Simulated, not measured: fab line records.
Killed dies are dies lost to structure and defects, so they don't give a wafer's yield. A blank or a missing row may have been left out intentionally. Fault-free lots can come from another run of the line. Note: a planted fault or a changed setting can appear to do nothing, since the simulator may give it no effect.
Which of the tools did it?    flow gf180mcu    Sampling: 7 lots, 21 wafers, 4 of 602 route steps

== WHAT THE GAUGES SHOWED, per wafer ==
GF_M3_THK_MEAS_06: measures by xrf.
lot   measured      on             M3_ALCU_THK (nm)
L194  day 20 16:40  film-metro-02  444 450 444
L200  day 22 23:19  film-metro-02  451 454 455
L202  day 23 16:13  film-metro-02  444 447 445
L205  day 24 17:58  film-metro-03  456 453 449
L210  day 26 08:52  film-metro-03  511 508 507
L214  day 27 10:18  film-metro-03  455 453 457
L216  day 28 00:13  film-metro-03  453 448 451

== WHAT TOOL EACH LOT RAN ON (gives the tool, then ch and the chambers of the sampled wafers, and finally the start) ==
lot   GF_V2_SPUTTER_21              GF_M3_SPUTTER_00              GF_M3_SPUTTER_04
L194  pvd-sputter-04, day 20 15:37  pvd-sputter-01, day 20 16:18  pvd-sputter-01, day 20 16:29
L200  pvd-sputter-02, day 22 22:17  pvd-sputter-02, day 22 22:59  pvd-sputter-02, day 22 23:10
L202  pvd-sputter-03, day 23 15:09  pvd-sputter-01, day 23 15:51  pvd-sputter-01, day 23 16:02
L205  pvd-sputter-04, day 24 16:56  pvd-sputter-01, day 24 17:38  pvd-sputter-01, day 24 17:49
L210  pvd-sputter-03, day 26 07:50  pvd-sputter-01, day 26 08:31  pvd-sputter-01, day 26 08:42
L214  pvd-sputter-02, day 27 09:16  pvd-sputter-03, day 27 09:57  pvd-sputter-03, day 27 10:08
L216  pvd-sputter-02, day 27 23:10  pvd-sputter-02, day 27 23:51  pvd-sputter-02, day 28 00:02
- GF_V2_SPUTTER_21: material Ti, target thk 15 nm, time 80.02 s.
- GF_M3_SPUTTER_00: material Ti, target thk 37.5 nm, time 150 s.
- GF_M3_SPUTTER_04: material TiN, target thk 50 nm, time 41.7 s.

== THE ANSWER, worked out from the rows above alone ==
Rule: usual is defined by the lots themselves. Put in order of their means at a reading, lots are off if they are a third of the lots or fewer, leave a main group of 4 or more, and stand apart from it by a gap of 3 or more times the standard deviation of the main group's means; of several such gaps the widest counts. Not used: any main group whose means are identical at the precision the tables above print for the reading. Also off: a lot with no number at a reading for which 4 or more lots have one. Any other lot the step has rows for is counted as sound.
Off: L210, at GF_M3_THK_MEAS_06 (M3_ALCU_THK). The main group has a mean of 450 nm with a standard deviation of 3.7.
A tool fits if, at a process step before that reading, it ran every lot that is off, and no sound lot after the first of them. Those tools and the gauges at GF_M3_THK_MEAS_06 are tried in the same way. This does not decide it: 2 tools fit, namely pvd-sputter-03 at GF_V2_SPUTTER_21 and pvd-sputter-01 at GF_M3_SPUTTER_00 and GF_M3_SPUTTER_04.

== WHAT WAS PUT IN BY THE SIMULATOR ==
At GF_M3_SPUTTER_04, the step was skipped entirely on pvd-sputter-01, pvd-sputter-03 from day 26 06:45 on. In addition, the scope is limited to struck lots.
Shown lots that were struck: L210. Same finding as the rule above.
